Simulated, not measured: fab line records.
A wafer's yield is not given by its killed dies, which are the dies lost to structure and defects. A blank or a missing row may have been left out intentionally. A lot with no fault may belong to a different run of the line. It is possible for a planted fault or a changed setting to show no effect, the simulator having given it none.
Matching of chambers    flow sky130    SKY_CONTACT_CVD_00 on pecvd-04: 3 sister chambers
The step deposits Si3N4, target thk 75 nm. 3 wafers are shown with their chamber, then 7 later ones without.

== WAFERS, EACH WITH ITS CHAMBER ==
wafer   chamber  heater-power-w (W)
L671.6  2        756
L673.3  1        702
L673.4  0        617

== WAFERS MISSING THEIR CHAMBER ==
wafer   heater-power-w (W)
L673.5  823
L681.1  707
L681.3  703
L681.6  692
L684.1  701
L684.2  688
L684.4  809

== WHICH CHAMBER EACH WENT THROUGH ==
wafer   from the rows above           in truth
L673.5  can't be placed: 2 or 1       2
L681.1  can't be placed: 1 or 2       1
L681.3  can't be placed: 1 or 2       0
L681.6  can't be placed: 1 or 2 or 0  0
L684.1  can't be placed: 1 or 2       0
L684.2  can't be placed: 1 or 2 or 0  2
L684.4  can't be placed: 2 or 1       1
0 of 7 placed correctly. Cannot be placed on the basis of these rows: 7; the candidates contain the true chamber in 5. Number placed wrongly: 0.
How it was worked out, from the rows above alone: a wafer's distance from a chamber is the root of the sum, over the readings, of the square of ((its reading less the chamber's mean) divided by the reading's scatter). If the next closest chamber is less than 2 further off than the closest, the wafer can't be placed; otherwise it belongs to the closest. For every chamber, the mean is computed from those of its wafers that are shown. The scatter (one wafer shown for each chamber): square how far every hidden wafer sits from the nearest shown wafer, average those squares and take the square root.
